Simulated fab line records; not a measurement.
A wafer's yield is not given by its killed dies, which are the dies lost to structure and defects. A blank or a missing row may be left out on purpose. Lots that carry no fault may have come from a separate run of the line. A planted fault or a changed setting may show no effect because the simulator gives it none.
fab line records    flow sfq-line
record: lots: 14  wafers: 42  last-day: 88
route steps=325 shown I5@237 I6@266 M7@283
lots untouched by any fault: they come from a run of this same line in which no faults occurred
start-h: hours from the record's opening day to when the first of the lot's shown wafers began    wait-h: hours from the lot's prior step to this one    " repeats the value in the row above    L1.1+2: several wafers, shown together as one row    - either no value or no given start    * or withheld: withheld    < > ~ a bound
route shown NAME@n: names a module that has steps shown in the file, with the first one's number in the route    usual: mean/standard deviation of fault-free wafers    same: alike in all rows    chamber/n: place in a boat    sites: readings site by site    _std_site: the values' standard deviation    _edge_site: mean of outer sites minus mean of inner sites    radius-mm: how far each site lies from the wafer's centre    mask NAME#n: copy n    behind: the tool/chamber that last shaped the wafer    hold: reason for holding the lot/hours on hold/outcome of the hold    device: the n, p or np transistor that did not switch    end of line: the same wafers' tests at the end of the route    where a step has no rows: the recipe by itself    killed: at the first sort, the dies lost to defects and structure; wafer yield is something else    map: shows each die of a wafer: x if killed, . if not, _ if none is there
set.NAME: the setting as run; set.NAME@STEP: as run at that earlier step    model.NAME: the simulator's own value behind a step, which no gauge read
one table for each step of the route and one row for each wafer, over a sample of lots
services: from which hour (start-h, from the record's first day; less than 0 if before it) a tool's chamber was out of use, for how many hours, and why
== steps ==
step: SFQ_TRILAYER_I5_ETCH_VIA_ETCH_147
recipe: stop-on: Nb  mask-material: PR  chemistry: CHF3  target-depth-nm: 360  source-w: 500  bias-w: 80  pressure-mtorr: 30  time-s: withheld
usual: chamber-pressure-mTorr: 30.001/0.026  drypump-motor-current-A: 5.8/0.62  oes-product-au: 0.989/0.0069  rf-fwd-power-W: 498.4/1.5
lot.wafer  tool         chamber  start-h  wait-h  chamber-pressure-mTorr  drypump-motor-current-A  oes-product-au  rf-fwd-power-W
L124.1     rie-diel-03  0        1549.31  0.0     30.000                  6.3                      0.989           500.1
L124.4     "            1        "        "       29.919                  6.6                      0.975           496.9
L124.5     "            1        "        "       30.013                  6.6                      0.985           497.0
L125.1     rie-diel-03  3        1559.72  0.0     29.995                  5.9                      0.987           498.6
L125.3     "            2        "        "       30.008                  5.2                      0.997           498.4
L125.5     "            3        "        "       29.971                  5.9                      0.993           498.8
L126.3     rie-diel-02  3        1562.00  0.0     30.042                  5.7                      0.990           500.0
L126.5     "            2        "        "       30.009                  5.4                      0.989           497.3
L126.6     "            3        "        "       29.972                  5.7                      0.994           495.6
L127.3     rie-diel-01  3        1565.60  0.0     29.999                  6.8                      0.984           496.3
L127.4     "            1        "        "       30.016                  4.8                      1.002           495.9
L127.6     "            0        "        "       29.946                  5.3                      0.982           496.8
L128.1     rie-diel-03  1        1566.80  0.0     30.021                  6.6                      0.973           499.6
L128.2     "            3        "        "       29.989                  5.8                      0.981           499.8
L128.3     "            2        "        "       29.994                  5.3                      0.991           501.1
L130.1     rie-diel-01  2        1692.24  0.0     29.972                  6.7                      0.983           494.2
L130.3     "            0        "        "       30.004                  5.3                      0.987           499.8
L130.5     "            0        "        "       29.977                  5.3                      0.988           498.3
L131.1     rie-diel-03  3        1693.44  0.0     29.929                  5.9                      0.998           499.2
L131.2     "            0        "        "       29.994                  6.3                      0.990           497.6
L131.6     "            1        "        "       30.014                  6.6                      0.987           499.4
L133.3     rie-diel-02  3        1695.84  0.0     29.971                  5.7                      0.978           499.2
L133.4     "            1        "        "       29.980                  5.2                      0.994           498.0
L133.6     "            3        "        "       30.013                  5.8                      0.984           497.0
L136.4     rie-diel-03  2        1703.04  0.0     29.987                  5.3                      0.990           496.3
L136.5     "            3        "        "       30.025                  5.9                      0.982           501.4
L136.6     "            2        "        "       30.018                  5.3                      1.000           499.7
L138.3     rie-diel-03  3        1706.64  0.0     29.962                  5.9                      0.988           498.5
L138.5     "            3        "        "       30.009                  5.9                      0.988           498.6
L138.6     "            0        "        "       30.030                  6.3                      0.990           500.0
L141.1     rie-diel-03  0        1719.84  0.0     29.987                  6.3                      0.992           498.6
L141.2     "            1        "        "       29.973                  6.5                      0.989           498.4
L141.4     "            3        "        "       29.998                  5.8                      0.978           498.6
L143.3     rie-diel-01  3        1786.33  0.0     30.003                  6.8                      0.988           497.3
L143.5     "            1        "        "       30.036                  4.8                      0.986           498.3
L143.6     "            0        "        "       30.006                  5.3                      1.004           500.2
L145.2     rie-diel-03  2        1810.33  0.0     29.993                  5.3                      0.993           498.1
L145.3     "            0        "        "       29.989                  6.3                      0.994           494.4
L145.6     "            3        "        "       29.995                  5.9                      0.984           497.3
L147.1     rie-diel-01  1        1902.75  0.0     30.018                  4.8                      0.995           501.2
L147.2     "            3        "        "       30.026                  6.7                      0.988           498.4
L147.5     "            0        "        "       30.012                  5.2                      0.985           496.7
step: SFQ_TRILAYER_I6_DEP_PECVD_165
recipe: material: SiO2  temp-c: 150  time-s: 111.11  pressure-torr: 2.4  rf-w: 183.3  precursor: SiH4/N2O  target-thk-nm: 500
usual: chamber-pressure-Torr: 2.399/0.0058  heater-power-w: 77/11  rf-fwd-power-W: 182.4/0.55  throttle-valve-pct: 24.8/1.3
lot.wafer  tool      chamber  start-h  wait-h  chamber-pressure-Torr  heater-power-w  rf-fwd-power-W  throttle-valve-pct
L124.1     pecvd-01  2        1795.65  0.0     2.396                  70              183.0           24.1
L124.4     "         0        "        "       2.404                  94              182.1           25.5
L124.5     "         1        "        "       2.405                  86              182.2           23.8
L125.1     pecvd-03  1        1800.45  0.0     2.407                  77              183.7           25.8
L125.3     "         2        "        "       2.401                  76              182.2           27.1
L125.5     "         1        "        "       2.401                  78              183.6           25.8
L126.3     pecvd-01  2        1805.25  0.0     2.400                  78              182.8           24.3
L126.5     "         0        "        "       2.397                  87              182.0           25.1
L126.6     "         1        "        "       2.392                  89              182.1           23.7
L127.3     pecvd-02  2        1808.46  0.0     2.403                  76              182.5           22.7
L127.4     "         1        "        "       2.405                  53              181.8           24.5
L127.6     "         2        "        "       2.396                  79              182.2           22.8
L128.1     pecvd-03  1        1810.05  0.0     2.406                  81              181.5           25.7
L128.2     "         0        "        "       2.407                  89              181.9           24.2
L128.3     "         2        "        "       2.402                  74              181.8           27.7
L130.1     pecvd-02  0        1819.65  0.0     2.406                  69              182.1           22.7
L130.3     "         1        "        "       2.402                  53              181.8           24.7
L130.5     "         1        "        "       2.390                  54              181.7           24.6
L131.1     pecvd-03  2        1820.89  0.0     2.404                  68              183.6           27.2
L131.2     "         1        "        "       2.398                  78              182.6           25.5
L131.6     "         0        "        "       2.391                  83              182.6           24.7
L133.3     pecvd-03  1        1824.45  0.0     2.408                  81              182.9           25.8
L133.4     "         0        "        "       2.401                  92              182.6           24.5
L133.6     "         1        "        "       2.403                  67              183.2           26.1
L136.4     pecvd-03  1        1830.11  0.0     2.393                  75              183.6           25.5
L136.5     "         2        "        "       2.406                  72              181.8           27.6
L136.6     "         0        "        "       2.408                  93              181.4           24.4
L138.3     pecvd-03  0        1832.85  0.0     2.399                  82              182.2           24.6
L138.5     "         1        "        "       2.404                  80              182.6           25.6
L138.6     "         2        "        "       2.401                  76              182.7           27.1
L141.1     pecvd-01  2        1847.29  0.0     2.394                  69              182.4           24.3
L141.2     "         0        "        "       2.400                  91              181.8           25.4
L141.4     "         1        "        "       2.400                  77              182.4           23.9
L143.3     pecvd-02  0        1888.14  0.0     2.392                  76              182.2           22.4
L143.5     "         0        "        "       2.395                  62              182.6           22.7
L143.6     "         2        "        "       2.388                  80              181.9           22.8
L145.2     pecvd-01  0        1920.11  0.0     2.386                  93              182.5           25.5
L145.3     "         1        "        "       2.403                  92              181.9           24.2
L145.6     "         1        "        "       2.402                  77              180.9           24.0
L147.1     pecvd-01  1        1957.93  0.0     2.397                  91              182.1           24.1
L147.2     "         0        "        "       2.398                  95              182.4           25.6
L147.5     "         0        "        "       2.401                  80              182.6           25.6
step: SFQ_TRILAYER_I6_CMP_CMP_166
recipe: material: SiO2  down-force-psi: 3  platen-rpm: 60  pad-velocity-m-s: 0.94248
usual: edge-zone-pressure-frac: 1.000/0.0052  motor-current-A: 10.2/1  time-to-endpoint-s: 215/6.5
lot.wafer  tool    chamber  start-h  wait-h  edge-zone-pressure-frac  motor-current-A  time-to-endpoint-s
L124.4     cmp-02  1        1803.09  7.4     1.005                    11.0             233
L124.1     "       3        1804.09  8.4     1.003                    9.3              211
L124.5     "       1        1805.09  9.4     1.003                    10.3             223
L125.3     cmp-02  1        1805.59  5.1     0.998                    9.9              208
L125.1     "       0        1807.09  6.6     1.001                    9.5              220
L125.5     "       1        "        "       0.992                    10.1             217
L126.3     cmp-01  0        1809.17  3.9     1.003                    11.4             212
L126.5     "       1        "        "       1.006                    8.7              211
L126.6     "       2        "        "       0.999                    9.8              221
L127.3     cmp-02  1        1809.59  1.1     1.009                    10.7             208
L127.4     "       2        "        "       1.001                    10.5             221
L127.6     "       0        1811.09  2.6     0.996                    9.0              218
L128.3     cmp-02  3        1812.09  2.0     1.002                    8.4              204
L128.1     "       0        "        "       0.993                    9.1              207
L128.2     "       1        "        "       0.996                    10.6             199
L130.3     cmp-01  1        1822.03  2.3     1.002                    8.8              212
L130.1     "       2        "        "       0.993                    10.1             212
L130.5     "       0        1823.53  3.8     1.005                    11.4             211
L131.2     cmp-02  3        1824.42  3.5     1.001                    9.3              216
L131.1     "       2        1825.92  5.0     1.000                    10.4             213
L131.6     "       0        1826.92  6.0     0.995                    9.5              221
L133.3     cmp-01  3        1831.53  7.0     0.991                    11.6             209
L133.4     "       0        "        "       0.998                    11.1             216
L133.6     "       2        1833.03  8.5     1.003                    9.7              223
L136.4     cmp-01  3        1843.85  13.7    1.004                    11.6             221
L136.6     "       1        1844.85  14.7    1.003                    8.5              209
L136.5     "       2        "        "       0.995                    9.8              200
L138.3     cmp-01  2        1850.35  17.5    1.000                    9.8              210
L138.5     "       3        "        "       0.998                    10.9             203
L138.6     "       0        "        "       0.993                    11.5             219
L141.2     cmp-02  1        1863.87  16.5    0.996                    10.4             214
L141.4     "       2        "        "       0.997                    10.1             229
L141.1     "       3        "        "       1.003                    9.3              221
L143.3     cmp-02  3        1888.22  0.0     0.995                    9.0              219
L143.5     "       3        1890.22  2.0     1.003                    9.0              213
L143.6     "       0        "        "       0.997                    9.5              214
L145.2     cmp-02  2        1920.69  0.5     1.000                    10.5             218
L145.3     "       0        1921.69  1.5     1.001                    9.7              214
L145.6     "       1        "        "       0.995                    11.0             221
L147.1     cmp-02  2        1958.01  0.0     1.003                    10.6             214
L147.2     "       0        1959.01  1.0     1.012                    9.4              220
L147.5     "       3        1960.51  2.5     1.006                    9.0              221
step: SFQ_TRILAYER_I6_METRO_MEASURE_167
usual: thk-nm: 200.0/0.9
lot.wafer  tool           chamber  start-h  wait-h  thk-nm
L124.1     film-metro-03  -        1805.71  0.1     198.7
L124.4     "              -        "        "       199.9
L124.5     "              -        "        "       198.8
L125.1     film-metro-01  -        1808.71  0.1     199.4
L125.3     "              -        "        "       198.4
L125.5     "              -        "        "       199.0
L126.3     film-metro-02  -        1811.19  0.5     199.4
L126.5     "              -        "        "       198.4
L126.6     "              -        "        "       198.9
L127.3     film-metro-03  -        1812.11  0.5     200.0
L127.4     "              -        "        "       200.5
L127.6     "              -        "        "       200.6
L128.1     film-metro-02  -        1814.71  0.1     200.2
L128.2     "              -        "        "       199.5
L128.3     "              -        "        "       200.2
L130.1     film-metro-01  -        1824.65  0.1     201.2
L130.3     "              -        "        "       200.4
L130.5     "              -        "        "       200.0
L131.1     film-metro-02  -        1827.54  0.1     199.3
L131.2     "              -        "        "       199.6
L131.6     "              -        "        "       198.5
L133.3     film-metro-01  -        1834.05  0.5     199.3
L133.4     "              -        "        "       198.5
L133.6     "              -        "        "       199.8
L136.4     film-metro-01  -        1846.57  0.6     202.0
L136.5     "              -        "        "       221.4
L136.6     "              -        "        "       199.1
L138.3     film-metro-01  -        1852.37  0.5     219.6
L138.5     "              -        "        "       220.5
L138.6     "              -        "        "       200.3
L141.1     film-metro-02  -        1866.49  0.1     200.9
L141.2     "              -        "        "       200.9
L141.4     "              -        "        "       199.8
L143.3     film-metro-02  -        1891.74  0.5     199.1
L143.5     "              -        "        "       200.9
L143.6     "              -        "        "       200.5
L145.2     film-metro-03  -        1923.51  0.3     201.3
L145.3     "              -        "        "       199.8
L145.6     "              -        "        "       200.8
L147.1     film-metro-02  -        1961.13  0.1     200.9
L147.2     "              -        "        "       201.0
L147.5     "              -        "        "       200.7
step: SFQ_TRILAYER_I6_VIA_ETCH_VIA_ETCH_172
recipe: target: SiO2  stop-on: Nb  mask-material: PR  taper-deg: 20  chemistry: CHF3  target-depth-nm: 260  source-w: 500  bias-w: 80  pressure-mtorr: 30  time-s: withheld
usual: chamber-pressure-mTorr: 30.001/0.028  drypump-motor-current-A: 5.8/0.7  oes-product-au: 0.854/0.0049  rf-fwd-power-W: 497.7/1.3
lot.wafer  tool         chamber  start-h  wait-h  chamber-pressure-mTorr  drypump-motor-current-A  oes-product-au  rf-fwd-power-W
L124.1     rie-diel-04  0        1809.24  0.0     30.011                  5.4                      0.862           497.4
L124.4     "            2        "        "       29.973                  5.5                      0.860           498.6
L124.5     "            1        "        "       30.008                  5.3                      0.849           496.9
L125.1     rie-diel-01  0        1814.48  0.0     29.994                  5.3                      0.854           496.9
L125.3     "            2        "        "       30.033                  6.8                      0.847           496.8
L125.5     "            1        "        "       30.021                  4.8                      0.853           500.1
L126.3     rie-diel-04  2        1818.83  0.0     30.023                  5.5                      0.855           497.5
L126.5     "            3        "        "       30.018                  6.6                      0.848           499.1
L126.6     "            2        "        "       29.968                  5.5                      0.848           500.2
L127.3     rie-diel-01  0        1820.03  0.0     29.985                  5.3                      0.857           497.4
L127.4     "            3        "        "       29.992                  6.7                      0.856           498.4
L127.6     "            2        "        "       29.970                  6.7                      0.860           498.8
L128.1     rie-diel-03  3        1823.63  0.0     30.003                  5.9                      0.853           495.6
L128.2     "            0        "        "       30.029                  6.3                      0.857           497.8
L128.3     "            2        "        "       29.947                  5.2                      0.854           497.0
L130.1     rie-diel-01  3        1832.03  0.0     29.985                  6.8                      0.856           496.7
L130.3     "            0        "        "       29.981                  5.3                      0.854           497.8
L130.5     "            3        "        "       30.016                  6.8                      0.851           499.8
L131.1     rie-diel-04  0        1833.23  0.0     29.977                  5.3                      0.858           498.0
L131.2     "            1        "        "       30.043                  5.3                      0.857           497.1
L131.6     "            0        "        "       29.975                  5.4                      0.848           496.7
L133.3     rie-diel-03  2        1838.03  0.0     30.024                  5.3                      0.852           497.2
L133.4     "            0        "        "       30.019                  6.3                      0.853           499.2
L133.6     "            0        "        "       30.043                  6.3                      0.862           497.4
L136.4     rie-diel-01  0        1850.09  0.0     30.048                  5.3                      0.861           496.5
L136.5     "            3        "        "       30.011                  6.8                      0.901           497.5
L136.6     "            0        "        "       29.962                  5.3                      0.845           497.1
L138.3     rie-diel-03  3        1941.81  0.0     29.954                  5.9                      0.901           498.8
L138.5     "            1        "        "       30.032                  6.6                      0.900           496.6
L138.6     "            2        "        "       30.033                  5.3                      0.851           497.2
L141.1     rie-diel-01  0        1959.77  0.0     30.043                  5.3                      0.864           499.5
L141.2     "            2        "        "       30.005                  6.7                      0.853           498.1
L141.4     "            1        "        "       30.028                  4.8                      0.851           495.5
L143.3     rie-diel-04  0        1978.61  0.0     30.043                  5.4                      0.843           496.8
L143.5     "            1        "        "       29.953                  5.3                      0.849           499.1
L143.6     "            2        "        "       29.997                  5.5                      0.858           497.7
L145.2     rie-diel-03  3        1989.41  0.0     30.012                  5.9                      0.856           498.3
L145.3     "            0        "        "       29.998                  6.3                      0.850           496.7
L145.6     "            3        "        "       30.011                  5.9                      0.857           499.8
L147.1     rie-diel-04  2        2033.48  0.0     30.013                  5.5                      0.857           497.7
L147.2     "            1        "        "       29.973                  5.3                      0.850           497.3
L147.5     "            3        "        "       29.982                  6.7                      0.855           498.6
step: SFQ_M7_RS_MEAS_943
recipe: thk-meas-gauge: four-point-probe  reads: Nb_of_TRILAYER_M7_DEP_SPUTTER_175
usual: M7_NB_RS: 0.885/0.01
lot.wafer  tool           chamber  start-h  wait-h  M7_NB_RS[ohm/sq]
L124.1     film-metro-04  -        1810.84  0.0     0.882
L124.4     "              -        "        "       0.898
L124.5     "              -        "        "       0.887
L125.1     film-metro-04  -        1815.49  0.0     0.893
L125.3     "              -        "        "       0.895
L125.5     "              -        "        "       0.903
L126.3     film-metro-02  -        1820.48  0.1     0.883
L126.5     "              -        "        "       0.885
L126.6     "              -        "        "       0.888
L127.3     film-metro-04  -        1821.68  0.1     0.883
L127.4     "              -        "        "       0.900
L127.6     "              -        "        "       0.883
L128.1     film-metro-03  -        1824.64  0.0     0.897
L128.2     "              -        "        "       0.878
L128.3     "              -        "        "       0.888
L130.1     film-metro-04  -        1833.04  0.0     0.881
L130.3     "              -        "        "       0.892
L130.5     "              -        "        "       0.890
L131.1     film-metro-03  -        1834.84  0.0     0.886
L131.2     "              -        "        "       0.907
L131.6     "              -        "        "       0.887
L133.3     film-metro-04  -        1839.08  0.1     0.881
L133.4     "              -        "        "       0.891
L133.6     "              -        "        "       0.888
L136.4     film-metro-03  -        1851.76  0.1     0.880
L136.5     "              -        "        "       0.881
L136.6     "              -        "        "       0.898
L138.3     film-metro-04  -        1942.85  0.1     0.886
L138.5     "              -        "        "       0.889
L138.6     "              -        "        "       0.875
L141.1     film-metro-02  -        1960.78  0.0     0.887
L141.2     "              -        "        "       0.896
L141.4     "              -        "        "       0.885
L143.3     film-metro-03  -        1979.66  0.1     0.869
L143.5     "              -        "        "       0.875
L143.6     "              -        "        "       0.871
L145.2     film-metro-02  -        1990.62  0.1     0.892
L145.3     "              -        "        "       0.883
L145.6     "              -        "        "       0.903
L147.1     film-metro-03  -        2034.50  0.0     0.904
L147.2     "              -        "        "       0.888
L147.5     "              -        "        "       0.886
== services ==
tool         chamber  start-h  hours  kind
rie-diel-03  3        1532.17  1.8    repair
cmp-02       -        1533.17  3.0    repair
rie-diel-01  2        1565.34  6.6    repair
rie-diel-01  -        1590.82  2.3    repair
rie-diel-03  0        1593.63  6.4    repair
rie-diel-01  1        1620.43  6.9    repair
cmp-02       -        1623.40  6.5    pm
rie-diel-03  -        1654.97  2.8    pm
rie-diel-01  3        1733.54  7.7    repair
rie-diel-01  2        1759.63  7.6    repair
rie-diel-03  0        1763.70  10.7   repair
cmp-02       -        1773.04  4.0    pm
cmp-02       -        1786.93  1.8    repair
cmp-02       -        1791.51  2.1    repair
rie-diel-01  -        1793.11  2.8    pm
rie-diel-01  3        1797.68  2.1    repair
rie-diel-03  1        1819.85  5.8    repair
rie-diel-03  3        1824.21  4.5    repair
rie-diel-03  2        1865.03  2.1    repair
rie-diel-03  0        1882.75  1.6    repair
rie-diel-03  1        1889.05  3.6    repair
rie-diel-03  2        1949.21  1.2    repair
rie-diel-03  -        1990.35  14.6   pm
rie-diel-03  0        2015.11  3.4    repair
== key ==
first-sign: step: SFQ_TRILAYER_I6_METRO_MEASURE_167  reading: thk-nm  direction: up  sigmas: 23  usual: 200.0  struck: 220.5
effect: step: SFQ_TRILAYER_I6_VIA_ETCH_VIA_ETCH_172  reading: oes-product-au  direction: up  sigmas: 9.5  usual: 0.854  struck: 0.901
met-at SFQ_TRILAYER_I6_CMP_CMP_166
struck-lots L136,L138
struck-wafers L136.5,L138.3,L138.5
not-acting-at SFQ_TRILAYER_I5_ETCH_VIA_ETCH_147,SFQ_TRILAYER_I6_DEP_PECVD_165,SFQ_M7_RS_MEAS_943
onset-between 1831.53 1843.85
fault: kind: process-parameter-drift  tool: cmp-01  chamber: -  onset-h: 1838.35  steps: SFQ_TRILAYER_I6_CMP_CMP_166  channel: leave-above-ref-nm  offset: 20  shape: step  end-h: 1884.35  scope: struck-wafers-only  acts-in: these-recipes-only  stated: 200
